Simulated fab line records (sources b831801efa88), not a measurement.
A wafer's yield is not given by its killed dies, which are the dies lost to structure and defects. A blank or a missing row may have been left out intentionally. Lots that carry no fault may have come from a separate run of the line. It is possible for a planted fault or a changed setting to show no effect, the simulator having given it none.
The tool behind it: which one? ; flow sky130 ; 11 lots with 33 wafers sampled at 5 steps, on a route of 708 steps

## WHAT EACH GAUGE READ, for each wafer
SKY_CAP2M_THK_MEAS_01.
lot;measured;on;CAP2M_CVD_00_THK (nm)
L302;day 39 10:04;filmMetro-04;15.39 15.27 15.50
L304;day 41 04:13;filmMetro-04;15.28 15.41 16.01
L305;day 44 02:33;filmMetro-04;15.40 15.55 15.67
L306;day 44 04:21;filmMetro-02;15.20 14.92 15.42
L308;day 44 05:55;filmMetro-01;15.68 15.66 16.13
L313;day 44 07:29;filmMetro-01;15.09 15.75 15.72
L314;day 44 11:20;filmMetro-02;28.57 15.35 15.40
L316;day 44 12:56;filmMetro-04;15.17 28.65 15.77
L319;day 44 14:29;filmMetro-04;15.74 15.40 16.08
L321;day 44 22:26;filmMetro-01;15.58 15.71 15.69
L322;day 45 00:11;filmMetro-04;15.12 15.68 15.36

## WHICH TOOL RAN EACH LOT (tool, then ch and the chambers of the sampled wafers, then the start)
lot;SKY_VIA2_STRIP_16;SKY_METAL3_SPUTTER_04;SKY_VIA3_SPUTTER_20;SKY_CAP2M_CVD_00
L302;plasmaAsher-03 ch 0,1, day 36 01:51;pvdSputter-03, day 36 03:14;pvdSputter-03, day 39 09:13;pecvd-01 ch 0,1,2, day 39 10:02
L304;plasmaAsher-01 ch 0,1, day 37 19:18;pvdSputter-04, day 37 20:40;pvdSputter-03, day 41 02:51;pecvd-03 ch 0,1,2, day 41 04:09
L305;plasmaAsher-01 ch 0,1, day 41 00:25;pvdSputter-02, day 41 02:08;pvdSputter-04, day 44 01:43;pecvd-01 ch 0,2, day 44 02:32
L306;plasmaAsher-04 ch 0,1, day 41 01:30;pvdSputter-03, day 41 03:40;pvdSputter-03, day 44 03:31;pecvd-03 ch 0,2, day 44 04:19
L308;plasmaAsher-03 ch 0,1, day 41 02:54;pvdSputter-02, day 41 04:42;pvdSputter-03, day 44 05:02;pecvd-04 ch 0,2, day 44 05:53
L313;plasmaAsher-01 ch 0,1, day 41 06:33;pvdSputter-04, day 41 07:57;pvdSputter-04, day 44 06:38;pecvd-03 ch 0,1, day 44 07:28
L314;plasmaAsher-04 ch 0,1, day 41 08:48;pvdSputter-04, day 41 10:13;pvdSputter-04, day 44 10:30;pecvd-01 ch 0,1,2, day 44 11:19
L316;plasmaAsher-03 ch 0,1, day 41 10:11;pvdSputter-03, day 41 11:35;pvdSputter-01, day 44 12:06;pecvd-01 ch 0,1, day 44 12:55
L319;plasmaAsher-04 ch 0,1, day 41 12:09;pvdSputter-02, day 41 13:34;pvdSputter-04, day 44 13:38;pecvd-03 ch 1,2, day 44 14:28
L321;plasmaAsher-01 ch 0,1, day 41 22:16;pvdSputter-04, day 41 23:38;pvdSputter-03, day 44 21:35;pecvd-04 ch 0,1,2, day 44 22:25
L322;plasmaAsher-04 ch 0,1, day 42 00:31;pvdSputter-02, day 42 02:02;pvdSputter-04, day 44 23:20;pecvd-03 ch 0,1, day 45 00:10
- SKY_VIA2_STRIP_16: strips in O2/N2.
- SKY_METAL3_SPUTTER_04: material TiN, target thk 70 nm, time 58.3 s.
- SKY_VIA3_SPUTTER_20: material TiN, target thk 20 nm, time 80 s.
- SKY_CAP2M_CVD_00: deposits SiO2, target thk 15.5 nm.

## THE ANSWER, worked out from the rows above alone
Rule: the usual values come from the lots themselves. Put in order of their means at a reading, lots are off if they are a third of the lots or fewer, leave a main group of 4 or more, and stand apart from it by a gap of 3 or more times the standard deviation of the main group's means; of several such gaps the widest counts. A main group is skipped when, at the precision printed for the reading in the tables above, its means are all equal. Also off: a lot with no number at a reading for which 4 or more lots have one. Any other lot the step has rows for is counted as sound.
Off: at SKY_CAP2M_THK_MEAS_01 (CAP2M_CVD_00_THK), L314, L316. For the main group the mean is 15.53 nm and the standard deviation 0.19.
A tool fits if, at a process step before that reading, it ran every lot that is off, and no sound lot after the first of them. Gauges at SKY_CAP2M_THK_MEAS_01: tried the same way as those tools. One candidate fits, namely pecvd-01 at SKY_CAP2M_CVD_00. Its last sound lot is L305 (day 44 02:32), its first lot that is off L314 (day 44 11:19): a fault that began between those two fits.

## WHAT THE SIMULATOR HAD PUT IN
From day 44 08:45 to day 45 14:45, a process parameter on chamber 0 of pecvd-01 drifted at SKY_CAP2M_CVD_00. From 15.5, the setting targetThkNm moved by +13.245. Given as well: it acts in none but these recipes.
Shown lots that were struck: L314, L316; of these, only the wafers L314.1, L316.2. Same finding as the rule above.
